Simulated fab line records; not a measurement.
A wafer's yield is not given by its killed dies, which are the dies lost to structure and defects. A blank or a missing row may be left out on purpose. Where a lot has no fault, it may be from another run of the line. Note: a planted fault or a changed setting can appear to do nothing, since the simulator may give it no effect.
Matching of chambers	flow gf180mcu	cmp-01 running GF_V1_CMP_04: 4 sister chambers
The step polishes SiO2. 8 wafers are shown with their chamber, then 7 later ones without.

WAFERS WITH THEIR CHAMBER
wafer	chamber	motor_current_A (A)	time_to_endpoint_s (s)
L345.5	2	10.8	84
L349.2	1	10.5	77
L350.2	1	11.0	82
L350.4	0	13.0	78
L351.3	2	10.8	79
L351.5	3	12.0	85
L352.1	3	12.0	72
L352.3	0	13.0	76

WAFERS WHOSE CHAMBER IS MISSING
wafer	motor_current_A (A)	time_to_endpoint_s (s)
L352.6	10.7	79
L361.4	11.1	89
L361.5	12.9	90
L361.6	12.6	84
L362.2	11.1	72
L362.3	13.2	74
L362.4	11.7	77

CHAMBER TAKEN BY EACH
wafer	from the rows above	in truth
L352.6	can't be placed: 1 or 2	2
L361.4	can't be placed: 2 or 1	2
L361.5	0	0
L361.6	can't be placed: 0 or 3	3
L362.2	can't be placed: 1 or 2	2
L362.3	0	0
L362.4	3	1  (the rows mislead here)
Correctly placed: 2 of 7. From these rows, 4 cannot be placed; in 4 the true chamber is one of the candidates. 1 placed wrongly.
How it was worked out, from the rows above alone: a wafer's distance from a chamber is the root of the sum, over the readings, of the square of ((its reading less the chamber's mean) divided by the reading's scatter). The wafer belongs to the nearest chamber; if the next one is less than 2 further off, it can't be placed. Each chamber's mean is taken over the wafers shown for it. The scatter: the root of (the sum of the squares of (reading less its chamber's mean) over the shown wafers, divided by (wafers less chambers)).
